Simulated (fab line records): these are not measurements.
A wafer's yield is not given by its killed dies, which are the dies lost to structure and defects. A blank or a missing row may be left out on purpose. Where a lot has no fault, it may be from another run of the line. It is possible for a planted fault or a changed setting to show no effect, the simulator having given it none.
Chamber matching	flow gf180mcu	GF_PASSIVATION_CVD_02 on pecvd-04: 3 sister chambers
The step deposits Si3N4, target thk 700 nm, time 486.18 s. 6 wafers are shown with their chamber, then 8 later ones without.

EACH WAFER AND ITS CHAMBER
wafer	chamber	heater power w (W)
L508.1	1	829
L509.6	0	722
L521.5	0	861
L522.1	1	731
L522.4	2	621
L523.1	2	576

WAFERS WITH NO CHAMBER GIVEN
wafer	heater power w (W)
L523.4	850
L523.5	712
L526.4	511
L526.5	836
L526.6	871
L529.1	807
L529.2	781
L529.5	797

CHAMBER TAKEN BY EACH
wafer	from the rows above	in truth
L523.4	can't be placed: 0 or 1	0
L523.5	can't be placed: 1 or 0 or 2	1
L526.4	2	2
L526.5	can't be placed: 0 or 1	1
L526.6	can't be placed: 0 or 1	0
L529.1	can't be placed: 0 or 1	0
L529.2	can't be placed: 1 or 0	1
L529.5	can't be placed: 0 or 1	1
1 of 8 placed correctly. Cannot be placed on the basis of these rows: 7; the candidates contain the true chamber in 7. Wrongly placed: 0.
How it was worked out, from the rows above alone: a wafer's distance from a chamber is the root of the sum, over the readings, of the square of ((its reading less the chamber's mean) divided by the reading's scatter). If the next closest chamber is less than 2 further off than the closest, the wafer can't be placed; otherwise it belongs to the closest. Each chamber's mean is taken over the wafers shown for it. How the scatter is found: for the shown wafers, subtract from each reading the mean of its chamber, square and add these, divide the total by (wafers less chambers), then take the root.
